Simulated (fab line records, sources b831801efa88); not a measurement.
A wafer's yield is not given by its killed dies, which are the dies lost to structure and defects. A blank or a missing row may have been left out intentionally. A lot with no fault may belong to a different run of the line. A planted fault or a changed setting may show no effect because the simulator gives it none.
fab line records	flow sky130
[record] lots = 12	wafers = 36	last_day = 50
route steps=708 shown VT_ADJUST_LVTN@117 VT_ADJUST_NCORE@127 VT_ADJUST_PCH@150 PAD_OPEN@708
lots with no fault: from the same line, run without faults
start_h: the number of hours between the record's first day and the start of the first shown wafer of the lot	wait_h: hours from the lot's prior step to this one	" the same as in the row above	L1.1+2: one row covering several wafers at once	- value missing, or start not given	* or withheld: withheld	< > ~ a bound
route shown NAME@n: names a module that has steps shown in the file, with the first one's number in the route	usual: mean/standard deviation taken from wafers without a fault	same: alike in all rows	chamber/n: place in a boat	sites: the reading at each site	_std_site: standard deviation across them	_edge_site: the outer-site mean with the inner-site mean subtracted	radius_mm: for every site, how far away it sits from the centre of the wafer	mask NAME#n: copy n	behind: tool/chamber where the wafer was last shaped	hold: cause of the lot's hold/its duration in hours/its outcome	device: whichever transistor did not switch (one of n, p or np)	end of line: the route-end tests of the same wafers	a step with no rows: only its recipe	killed: not the wafer's yield, but the dies lost to structure and defects at the first sort	map: dies across one wafer; x = killed, . = not, _ = none there
set.NAME: the run value of the setting; set.NAME@STEP: its run value at that earlier step	model.NAME: the simulator's own value behind a step, which no gauge read
one table for each step of the route and one row for each wafer, over a sample of lots
services: when a tool's chamber went out of use (start_h, in hours from the record's first day, below 0 if earlier), for how many hours, and the reason
[[steps]]
[step SKY_VT_ADJUST_LVTN_STRIP_20]
[recipe] chemistry = O2/N2	power_w = 1400	pressure_mtorr = 1500	platen_temp_c = withheld	o2_flow_sccm = 3000	n2_flow_sccm = 300	overash_fraction = 0.5
[usual] drypump_motor_current_A = 5.7/0.54	oes_product_au = 0.716/0.0042	strip_time_to_endpoint_s = 14.16/0.041
lot.wafer	tool	chamber	start_h	wait_h	drypump_motor_current_A	oes_product_au	rf_hours_counter_h	strip_time_to_endpoint_s
L262.3	plasma_asher-01	0	159.86	0.1	5.9	0.718	-	14.12
L262.5	"	1	"	"	6.8	0.723	-	14.13
L262.6	"	0	"	"	5.8	0.712	-	14.11
L263.2	plasma_asher-03	0	164.88	0.1	5.2	0.719	47	14.21
L263.3	"	1	"	"	5.3	0.711	-	14.18
L263.6	"	0	"	"	5.2	0.714	-	14.20
L268.1	plasma_asher-03	1	209.03	0.1	5.3	0.716	51	14.18
L268.2	"	0	"	"	5.2	0.717	51	14.19
L268.5	"	0	"	"	5.3	0.720	-	14.19
L269.1	plasma_asher-03	0	209.68	0.1	5.2	0.713	51	14.17
L269.4	"	1	"	"	5.3	0.717	-	14.16
L269.6	"	1	"	"	5.3	0.718	-	14.21
L270.2	plasma_asher-03	1	215.58	0.1	5.3	0.712	52	14.10
L270.3	"	1	"	"	5.3	0.716	-	14.12
L270.6	"	0	"	"	5.2	0.714	-	14.17
L272.2	plasma_asher-03	0	232.75	0.1	5.3	0.718	54	14.11
L272.3	"	0	"	"	5.2	0.714	-	14.13
L272.6	"	1	"	"	5.3	0.711	-	14.14
L273.2	plasma_asher-03	1	235.03	0.1	5.3	0.715	54	14.15
L273.3	"	1	"	"	5.3	0.712	-	14.16
L273.6	"	0	"	"	5.3	0.712	-	14.14
L274.1	plasma_asher-02	1	247.83	0.1	5.7	0.719	13	14.05
L274.4	"	1	"	"	5.7	0.724	-	14.10
L274.6	"	0	"	"	6.0	0.718	-	14.08
L277.2	plasma_asher-01	0	262.23	0.1	5.8	0.719	45	14.16
L277.3	"	0	"	"	5.8	0.718	-	14.14
L277.5	"	1	"	"	6.7	0.711	-	14.18
L278.1	plasma_asher-01	0	269.88	0.1	5.8	0.710	45	14.22
L278.2	"	1	"	"	6.7	0.707	45	14.24
L278.4	"	0	"	"	5.8	0.714	-	14.18
L281.3	plasma_asher-02	1	291.23	0.1	5.8	0.706	-	14.16
L281.4	"	0	"	"	5.9	0.714	-	14.15
L281.5	"	1	"	"	5.8	0.712	-	14.17
L285.1	plasma_asher-01	0	324.33	0.1	5.8	0.716	50	14.16
L285.2	"	1	"	"	6.8	0.709	50	14.18
L285.6	"	1	"	"	6.7	0.713	-	14.16
[step SKY_VT_ADJUST_NCORE_OVL_MEAS_08]
[usual] VT_ADJUST_NCORE_OVL = -0.3/1.3
lot.wafer	tool	chamber	start_h	wait_h	VT_ADJUST_NCORE_OVL[nm]
L262.3	overlay-01	-	179.43	0.1	-0.3
L262.5	"	-	"	"	0.5
L262.6	"	-	"	"	0.8
L263.2	overlay-01	-	185.24	0.1	-0.8
L263.3	"	-	"	"	2.8
L263.6	"	-	"	"	1.9
L268.1	overlay-02	-	231.73	0.1	-1.3
L268.2	"	-	"	"	-2.1
L268.5	"	-	"	"	-1.3
L269.1	overlay-01	-	232.38	0.1	1.8
L269.4	"	-	"	"	-0.4
L269.6	"	-	"	"	1.3
L270.2	overlay-02	-	238.07	0.1	-0.3
L270.3	"	-	"	"	-1.0
L270.6	"	-	"	"	-0.5
L272.2	overlay-01	-	256.19	0.1	1.6
L272.3	"	-	"	"	1.3
L272.6	"	-	"	"	3.0
L273.2	overlay-02	-	259.09	0.1	-2.8
L273.3	"	-	"	"	-1.7
L273.6	"	-	"	"	-0.4
L274.1	overlay-02	-	271.18	0.1	-0.7
L274.4	"	-	"	"	-0.6
L274.6	"	-	"	"	-1.2
L277.2	overlay-01	-	286.94	0.1	-0.7
L277.3	"	-	"	"	-1.2
L277.5	"	-	"	"	-1.3
L278.1	overlay-01	-	295.58	0.1	2.1
L278.2	"	-	"	"	1.9
L278.4	"	-	"	"	0.4
L281.3	overlay-02	-	316.65	0.1	-1.0
L281.4	"	-	"	"	-0.6
L281.5	"	-	"	"	-3.0
L285.1	overlay-02	-	350.93	0.1	-0.1
L285.2	"	-	"	"	-1.0
L285.6	"	-	"	"	-0.7
[step SKY_VT_ADJUST_NCORE_IMPLANT_09]
[recipe] species = B	energy_kev = 10	dose_cm2 = 2.4e+12	tilt_deg = withheld
[usual] beam_energy_keV = 10.000/0.0033	dose_ions_cm2 = 2.4001e+12/2.5e+09	end_station_pressure_torr = 5.01e-06/2.6e-07	faraday_current_uA = 13.53/0.25
lot.wafer	tool	chamber	start_h	wait_h	beam_energy_keV	dose_ions_cm2	end_station_pressure_torr	faraday_current_uA
L262.3	implanter-03	0	179.50	0.1	10.000	2.401e+12	4.76e-06	13.36
L262.5	"	0	"	"	10.004	2.4007e+12	5.25e-06	13.41
L262.6	"	0	"	"	10.002	2.4011e+12	5.11e-06	14.16
L263.2	implanter-02	0	185.38	0.1	9.998	2.3987e+12	5.44e-06	13.88
L263.3	"	0	"	"	10.003	2.3977e+12	4.67e-06	13.82
L263.6	"	0	"	"	9.996	2.4023e+12	5.1e-06	13.42
L268.1	implanter-03	0	231.77	0.0	10.000	2.3995e+12	5.25e-06	13.18
L268.2	"	0	"	"	9.998	2.4021e+12	5.63e-06	13.29
L268.5	"	0	"	"	10.001	2.3974e+12	5.28e-06	13.35
L269.1	implanter-01	0	232.42	0.0	10.002	2.3994e+12	4.9e-06	13.41
L269.4	"	0	"	"	9.996	2.3994e+12	4.81e-06	13.33
L269.6	"	0	"	"	9.993	2.4024e+12	5.12e-06	13.15
L270.2	implanter-02	0	238.13	0.0	9.999	2.3959e+12	5.31e-06	13.27
L270.3	"	0	"	"	10.003	2.4005e+12	4.74e-06	13.77
L270.6	"	0	"	"	9.997	2.3986e+12	4.75e-06	13.93
L272.2	implanter-03	0	256.25	0.0	10.001	2.404e+12	5.22e-06	13.56
L272.3	"	0	"	"	10.001	2.4022e+12	5.16e-06	13.63
L272.6	"	0	"	"	9.995	2.3978e+12	5.07e-06	13.40
L273.2	implanter-03	0	259.15	0.0	9.997	2.3974e+12	5.32e-06	13.20
L273.3	"	0	"	"	10.000	2.3972e+12	4.97e-06	13.21
L273.6	"	0	"	"	10.001	2.3953e+12	5.11e-06	13.59
L274.1	implanter-01	0	271.22	0.0	10.007	2.3948e+12	4.99e-06	13.37
L274.4	"	0	"	"	10.000	2.3986e+12	4.73e-06	13.69
L274.6	"	0	"	"	10.002	2.3961e+12	5.02e-06	13.77
L277.2	implanter-02	0	286.99	0.0	10.003	2.3991e+12	5.09e-06	13.06
L277.3	"	0	"	"	10.003	2.4036e+12	4.89e-06	13.43
L277.5	"	0	"	"	10.000	2.3963e+12	4.93e-06	13.91
L278.1	implanter-03	0	295.62	0.0	10.003	6.16e+11	4.74e-06	3.52
L278.2	"	0	"	"	10.003	6.143e+11	4.83e-06	3.47
L278.4	"	0	"	"	10.002	6.16e+11	4.86e-06	3.34
L281.3	implanter-03	0	316.72	0.1	9.996	6.128e+11	5.16e-06	3.34
L281.4	"	0	"	"	9.993	6.122e+11	5.17e-06	3.40
L281.5	"	0	"	"	9.992	6.135e+11	4.69e-06	3.45
L285.1	implanter-01	0	350.97	0.0	9.994	2.3961e+12	5.18e-06	13.71
L285.2	"	0	"	"	9.997	2.3965e+12	5.33e-06	13.38
L285.6	"	0	"	"	9.997	2.398e+12	5.08e-06	13.79
[step SKY_VT_ADJUST_NCORE_TW_MEAS_11]
[usual] VT_ADJUST_NCORE_TW = 221.1/2.6
lot.wafer	tool	chamber	start_h	wait_h	VT_ADJUST_NCORE_TW
L262.3	film_metro-03	-	179.72	0.1	219.5
L262.5	"	-	"	"	218.4
L262.6	"	-	"	"	218.9
L263.2	film_metro-03	-	185.61	0.1	219.0
L263.3	"	-	"	"	219.6
L263.6	"	-	"	"	219.9
L268.1	film_metro-03	-	232.02	0.1	219.8
L268.2	"	-	"	"	219.7
L268.5	"	-	"	"	219.7
L269.1	film_metro-03	-	232.67	0.1	219.2
L269.4	"	-	"	"	218.4
L269.6	"	-	"	"	219.8
L270.2	film_metro-01	-	238.36	0.1	225.5
L270.3	"	-	"	"	223.6
L270.6	"	-	"	"	224.2
L272.2	film_metro-03	-	256.48	0.1	220.3
L272.3	"	-	"	"	218.5
L272.6	"	-	"	"	219.8
L273.2	film_metro-01	-	259.38	0.1	224.9
L273.3	"	-	"	"	225.9
L273.6	"	-	"	"	226.4
L274.1	film_metro-03	-	271.47	0.1	219.8
L274.4	"	-	"	"	219.6
L274.6	"	-	"	"	219.1
L277.2	film_metro-01	-	287.23	0.1	223.4
L277.3	"	-	"	"	225.8
L277.5	"	-	"	"	224.3
L278.1	film_metro-01	-	295.87	0.1	155.2
L278.2	"	-	"	"	155.3
L278.4	"	-	"	"	156.0
L281.3	film_metro-03	-	316.94	0.1	152.1
L281.4	"	-	"	"	151.6
L281.5	"	-	"	"	152.3
L285.1	film_metro-01	-	351.22	0.1	225.4
L285.2	"	-	"	"	223.8
L285.6	"	-	"	"	223.8
[step SKY_VT_ADJUST_PCH_OVL_MEAS_07]
[usual] VT_ADJUST_PCH_OVL = 0.0/1.7
lot.wafer	tool	chamber	start_h	wait_h	VT_ADJUST_PCH_OVL[nm]
L262.3	overlay-01	-	223.41	-	0.4
L262.5	"	-	"	"	0.6
L262.6	"	-	"	"	-0.2
L263.2	overlay-02	-	229.20	-	-0.4
L263.3	"	-	"	"	-0.7
L263.6	"	-	"	"	-0.5
L268.1	overlay-02	-	281.01	-	0.5
L268.2	"	-	"	"	-1.1
L268.5	"	-	"	"	0.0
L269.1	overlay-02	-	281.39	-	-2.0
L269.4	"	-	"	"	-0.2
L269.6	"	-	"	"	-0.9
L270.2	overlay-02	-	285.90	-	-2.5
L270.3	"	-	"	"	-1.3
L270.6	"	-	"	"	-0.6
L272.2	overlay-02	-	307.40	-	-1.0
L272.3	"	-	"	"	-0.7
L272.6	"	-	"	"	-2.2
L273.2	overlay-01	-	309.60	-	1.5
L273.3	"	-	"	"	1.6
L273.6	"	-	"	"	0.4
L274.1	overlay-02	-	322.99	-	-3.2
L274.4	"	-	"	"	-1.2
L274.6	"	-	"	"	-0.2
L277.2	overlay-02	-	338.95	-	1.8
L277.3	"	-	"	"	2.6
L277.5	"	-	"	"	1.1
L278.1	overlay-01	-	347.16	-	-0.9
L278.2	"	-	"	"	-0.1
L278.4	"	-	"	"	-1.9
L281.3	overlay-01	-	370.26	-	0.3
L281.4	"	-	"	"	0.0
L281.5	"	-	"	"	-0.3
L285.1	overlay-01	-	409.71	-	-0.6
L285.2	"	-	"	"	0.7
L285.6	"	-	"	"	0.2
[step SKY_PAD_OPEN_PROBE_99]
[usual] killed_at_M0_to_M3 = 44/7.1	killed_at_M4_up = 3.5/2	killed_at_contacts = 24/5.3	killed_at_front_end = 15/4.8	killed_at_other = 0.1/0.35	killed_dies = 86/9.3	killed_open = 47/7.8	killed_short = 39/5.9
[same] gross_dies = 492	killed_at_back_side = 0
lot.wafer	tool	chamber	start_h	wait_h	killed_at_M0_to_M3	killed_at_M4_up	killed_at_contacts	killed_at_front_end	killed_at_other	killed_dies	killed_open	killed_short
L273.2	prober-02	-	1143.40	0.1	47	4	17	13	0	81	30	51
L273.3	prober-02	-	1143.45	0.2	52	2	28	11	0	93	52	41
L273.6	prober-02	-	1143.60	0.2	40	4	25	12	0	81	48	33
L278.1	prober-02	-	1169.71	0.1	39	3	29	11	0	82	49	33
L278.2	prober-02	-	1169.76	0.1	42	4	23	13	0	82	42	40
L278.4	prober-02	-	1169.86	0.2	41	5	22	15	1	84	42	42
L281.3	prober-01	-	1179.86	0.2	47	5	27	17	1	97	56	41
L281.4	prober-01	-	1179.91	0.2	41	7	24	8	0	80	32	48
L281.5	prober-01	-	1179.96	0.2	39	1	32	14	0	86	37	49
L285.1	prober-02	-	1204.79	0.1	45	2	32	12	0	91	51	40
L285.2	prober-02	-	1204.84	0.1	35	3	22	18	0	78	52	26
L285.6	prober-02	-	1205.04	0.2	34	3	45	8	0	90	54	36
// killed by level:class
L273.2 VIA1:geometric_particle:short=9 METAL1:geometric_particle:short=9 VIA3:geometric_particle:open=9 CONTACT:geometric_particle:open=7 FIELD_ISO:geometric_particle:short=6 VIA2:geometric_particle:short=6 CONTACT:geometric_particle:short=5 VIA2:geometric_particle:open=5
L273.3 VIA1:geometric_particle:open=13 LI_CONTACT:geometric_particle:open=12 METAL1:geometric_particle:short=9 VIA2:geometric_particle:open=6 LOCAL_INTERCONNECT:geometric_particle:short=6 VIA3:geometric_particle:open=6 POLY_GATE:geometric_particle:open=5 FIELD_ISO:geometric_particle:short=4
L273.6 VIA3:geometric_particle:open=12 CONTACT:geometric_particle:open=11 LI_CONTACT:geometric_particle:open=6 VIA1:geometric_particle:open=6 METAL2:geometric_particle:short=6 VIA2:geometric_particle:open=5 VIA2:geometric_particle:short=5 POLY_GATE:geometric_particle:short=4
L278.1 CONTACT:geometric_particle:open=11 VIA2:geometric_particle:open=10 LI_CONTACT:geometric_particle:open=9 METAL1:geometric_particle:short=6 VIA1:geometric_particle:open=5 FIELD_ISO:geometric_particle:open=4 CONTACT:geometric_particle:short=4 METAL2:geometric_particle:short=4
L278.2 METAL1:geometric_particle:short=11 CONTACT:geometric_particle:open=8 LI_CONTACT:geometric_particle:open=7 METAL2:geometric_particle:short=5 VIA2:geometric_particle:open=5 VIA3:geometric_particle:open=5 CONTACT:geometric_particle:short=4 FIELD_ISO:geometric_particle:short=3
L278.4 CONTACT:geometric_particle:open=11 VIA3:geometric_particle:open=9 METAL2:geometric_particle:short=7 VIA1:geometric_particle:open=6 VIA1:geometric_particle:short=5 LI_CONTACT:geometric_particle:open=4 LOCAL_INTERCONNECT:geometric_particle:short=4 METAL1:geometric_particle:short=4
L281.3 VIA1:geometric_particle:open=13 VIA2:geometric_particle:open=11 LI_CONTACT:geometric_particle:open=10 LOCAL_INTERCONNECT:geometric_particle:short=6 METAL2:geometric_particle:short=6 FIELD_ISO:geometric_particle:open=5 CONTACT:geometric_particle:open=5 CONTACT:geometric_particle:short=4
L281.4 LI_CONTACT:geometric_particle:open=7 VIA1:geometric_particle:short=7 VIA1:geometric_particle:open=7 VIA3:geometric_particle:open=6 METAL4:geometric_particle:short=6 CONTACT:geometric_particle:short=5 VIA3:geometric_particle:short=5 METAL1:geometric_particle:short=5
L281.5 LI_CONTACT:geometric_particle:open=10 METAL2:geometric_particle:short=10 CONTACT:geometric_particle:open=7 VIA1:geometric_particle:open=6 LOCAL_INTERCONNECT:geometric_particle:short=6 CONTACT:geometric_particle:short=6 METAL1:geometric_particle:short=6 FIELD_ISO:geometric_particle:short=4
L285.1 CONTACT:geometric_particle:open=11 VIA1:geometric_particle:open=10 CONTACT:geometric_particle:short=9 METAL2:geometric_particle:short=8 VIA3:geometric_particle:open=7 METAL1:geometric_particle:short=7 LI_CONTACT:geometric_particle:open=7 VIA2:geometric_particle:open=4
L285.2 CONTACT:geometric_particle:open=10 VIA1:geometric_particle:open=9 POLY_GATE:geometric_particle:open=8 LI_CONTACT:geometric_particle:open=6 VIA1:geometric_particle:short=5 LOCAL_INTERCONNECT:geometric_particle:short=4 METAL2:geometric_particle:short=4 VIA2:geometric_particle:open=4
L285.6 CONTACT:geometric_particle:open=16 LI_CONTACT:geometric_particle:open=14 CONTACT:geometric_particle:short=7 VIA1:geometric_particle:open=7 LOCAL_INTERCONNECT:geometric_particle:short=6 VIA3:geometric_particle:short=5 VIA3:geometric_particle:open=5 METAL3:geometric_particle:short=4
[[services]]
tool	chamber	start_h	hours	kind
implanter-02	-	152.38	9.6	repair
implanter-01	-	156.94	2.5	repair
plasma_asher-02	-	172.07	0.6	repair
implanter-03	-	192.37	6.5	pm
plasma_asher-01	-	206.10	2.0	repair
plasma_asher-01	-	222.45	2.2	repair
implanter-03	-	259.47	3.8	pm
plasma_asher-03	-	280.02	3.1	repair
plasma_asher-01	-	281.04	9.8	repair
implanter-02	-	292.03	3.6	pm
plasma_asher-02	-	311.62	1.4	repair
implanter-02	-	317.58	4.6	repair
plasma_asher-03	-	319.78	14.6	pm
plasma_asher-02	-	324.56	1.8	repair
[[key]]
[first_sign] step = SKY_VT_ADJUST_NCORE_IMPLANT_09	reading = dose_ions_cm2	direction = down	sigmas = 99+	usual = *	struck = *
[effect] step = SKY_VT_ADJUST_NCORE_IMPLANT_09	reading = faraday_current_uA	direction = down	sigmas = 41	usual = 13.53	struck = 3.42
[effect] step = SKY_VT_ADJUST_NCORE_TW_MEAS_11	reading = VT_ADJUST_NCORE_TW	direction = down	sigmas = 26	usual = 221.1	struck = 153.8
met_at SKY_VT_ADJUST_NCORE_IMPLANT_09
struck_lots L278,L281
tester_left_out L278,L281
not_acting_at SKY_VT_ADJUST_LVTN_STRIP_20,SKY_VT_ADJUST_NCORE_OVL_MEAS_08,SKY_VT_ADJUST_PCH_OVL_MEAS_07
onset_between 259.15 295.62
[fault] kind = process_parameter_drift	tool = implanter-03	chamber = -	onset_h = 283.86	steps = SKY_VT_ADJUST_NCORE_IMPLANT_09	channel = dose_cm2	offset = *	shape = step	end_h = 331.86	acts_in = *	stated = *
// tester_left_out: of these lots the tester's yield and bins aren't shown, on N5 and GAA mostly nor the transistor test; their killed dies are dies lost to structure and defects alone, not to doping, threshold or leakage, so they don't give the yield
